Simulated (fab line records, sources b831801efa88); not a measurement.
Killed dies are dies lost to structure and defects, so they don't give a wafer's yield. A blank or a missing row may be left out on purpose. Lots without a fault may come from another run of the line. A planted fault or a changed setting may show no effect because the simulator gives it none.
One fault seen from 2 desks | flow gf180mcu | each desk has only its own numbers; what lay behind them comes last

THE TOOL OWNER'S DESK: rie_si-02
The tool's own readings at GF_POLY_GATE_ETCH_13 (etches poly-Si in HBr/Cl2, stops on SiO2, target depth 198.5 nm, time 69.6 s): means of the sampled wafers that have a number, for each lot that ran on this tool. A lot is out of limits, marked OUT, if its mean lies more than 4 standard deviations from the usual mean; the brackets give that distance.
Columns: A = drypump_motor_current_A at GF_POLY_GATE_ETCH_13, usual 5.5 A; B = oes_product_au at GF_POLY_GATE_ETCH_13, usual 0.987 a.u.; C = throttle_valve_pct at GF_POLY_GATE_ETCH_13, usual 33.684 %
lot  | first seen here | A   | B                | C
L492 | day 9 04:46     | 5.7 | 0.984            | 33.680
L493 | day 9 10:43     | 5.0 | 0.986            | 33.688
L495 | day 10 05:34    | 5.3 | 0.987            | 33.692
L496 | day 10 11:04    | 5.7 | 0.980            | 33.686
L498 | day 11 00:10    | 5.7 | 0.978            | 33.682
L499 | day 11 06:43    | 5.5 | 0.859 (-17) OUT  | 33.684
L501 | day 12 00:22    | 5.3 | 0.930 (-7.7) OUT | 33.693
L512 | day 15 07:38    | 5.7 | 0.993            | 33.687
This desk's finding: out of limits on L499, L501; first on L499, day 11 06:43 (oes_product_au at GF_POLY_GATE_ETCH_13). In limits: L492, L493, L495, L496, L498, L512.

THE METROLOGY DESK
What the gauges read, lot by lot, whatever tool the lot ran on: means of the sampled wafers that have a number. A lot is out of limits, marked OUT, if its mean lies more than 4 standard deviations from the usual mean; the brackets give that distance.
Columns: A = V3_CVD_02_THK at GF_V3_THK_MEAS_03, usual 846 nm; B = V3_W_RS at GF_V3_RS_MEAS_24, usual 0.322 ohm/sq
lot  | first seen here | A   | B
L492 | day 21 07:26    | 854 | 0.322
L493 | day 21 13:23    | 843 | 0.332
L495 | day 22 18:52    | 837 | 0.322
L496 | day 23 02:22    | 842 | 0.319
L498 | day 23 15:40    | 829 | 0.322
L499 | day 23 23:35    | 848 | 0.312
L501 | day 24 19:07    | 852 | 0.319
L510 | day 27 11:11    | 858 | 0.325
L511 | day 27 18:22    | 847 | 0.319
L512 | day 28 05:27    | 846 | 0.324
L513 | day 28 12:51    | 841 | 0.319
L514 | day 28 16:17    | 855 | 0.320
L515 | day 28 20:01    | 855 | 0.318
This desk's finding: nothing out of limits on any of the 13 lots.

PUT TOGETHER
The tool owner's desk could have raised an alarm at day 11 06:43, on L499, L501.
The metrology desk saw nothing out of limits.
The metrology desk has L499, L501 on record, within its limits.
Of the lots named, all ran GF_POLY_GATE_ETCH_13 on rie_si-02.

WHAT THE SIMULATOR HAD PUT IN
Process parameter drift: rie_si-02, from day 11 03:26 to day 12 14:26, at GF_POLY_GATE_ETCH_13. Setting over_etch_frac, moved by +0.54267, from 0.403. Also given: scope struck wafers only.
Lots struck among those shown: L499, L501.
Hours from the fault's start to each desk's first reading out of limits: the tool owner's desk, 3.
